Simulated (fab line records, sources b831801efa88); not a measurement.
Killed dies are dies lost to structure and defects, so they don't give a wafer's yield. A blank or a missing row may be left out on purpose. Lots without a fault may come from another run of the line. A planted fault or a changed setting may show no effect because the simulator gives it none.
Chamber matching | flow gf180mcu | GF_V1_ETCH_16 on rie_diel-03: 4 sister chambers
The step etches BARC in N2/H2. 16 wafers are shown with their chamber, then 8 later ones without.

WAFERS WITH THEIR CHAMBER
wafer  | chamber | drypump_motor_current_A (A) | rf_fwd_power_W (W) | throttle_valve_pct (%)
L074.1 | 0       | 4.8                         | 495.4              | 13.220
L074.3 | 3       | 5.1                         | 491.8              | 13.224
L074.6 | 0       | 4.8                         | 495.8              | 13.246
L080.1 | 0       | 4.8                         | 495.2              | 13.220
L080.4 | 2       | 5.4                         | 494.8              | 13.227
L080.5 | 3       | 5.1                         | 495.5              | 13.226
L086.2 | 0       | 4.8                         | 495.6              | 13.231
L086.3 | 2       | 5.4                         | 495.6              | 13.218
L086.4 | 1       | 6.7                         | 493.9              | 13.224
L089.4 | 0       | 4.8                         | 494.4              | 13.237
L089.5 | 0       | 4.7                         | 493.7              | 13.211
L089.6 | 3       | 5.1                         | 493.6              | 13.222
L090.1 | 1       | 6.8                         | 496.2              | 13.234
L090.3 | 3       | 5.1                         | 494.3              | 13.209
L090.5 | 3       | 5.1                         | 492.7              | 13.218
L092.1 | 3       | 5.1                         | 492.7              | 13.222

SIGNATURES (means of the wafers above)
reading                 | chamber 0 | chamber 1 | chamber 2 | chamber 3 | scatter within a chamber
drypump_motor_current_A | 4.783     | 6.750     | 5.400     | 5.100     | 0.0333
rf_fwd_power_W          | 495.017   | 495.050   | 495.200   | 493.433   | 1.12
throttle_valve_pct      | 13.22750  | 13.22900  | 13.22250  | 13.22017  | 0.0096
Rule: a wafer's distance from a chamber is the root of the sum, over the readings, of the square of ((its reading less the chamber's mean) divided by the reading's scatter). The wafer belongs to the nearest chamber; if the next one is less than 2 further off, it can't be placed. The scatter: the root of (the sum of the squares of (reading less its chamber's mean) over the shown wafers, divided by (wafers less chambers)).

WAFERS WITHOUT THEIR CHAMBER
wafer  | drypump_motor_current_A (A) | rf_fwd_power_W (W) | throttle_valve_pct (%)
L092.2 | 6.8                         | 494.9              | 13.221
L092.6 | 5.4                         | 494.1              | 13.225
L096.1 | 5.3                         | 494.3              | 13.212
L096.2 | 4.8                         | 494.6              | 13.229
L096.6 | 5.4                         | 493.4              | 13.223
L097.1 | 4.8                         | 496.2              | 13.228
L097.2 | 5.3                         | 493.6              | 13.211
L097.4 | 6.7                         | 495.0              | 13.223

WHICH CHAMBER EACH WENT THROUGH
wafer  | from the rows above | in truth
L092.2 | 1                   | 1
L092.6 | 2                   | 2
L096.1 | 2                   | 2
L096.2 | 0                   | 0
L096.6 | 2                   | 2
L097.1 | 0                   | 0
L097.2 | 2                   | 2
L097.4 | 1                   | 1
Placed correctly: 8 of 8. Can't be placed from these rows: 0. Placed wrongly: 0.
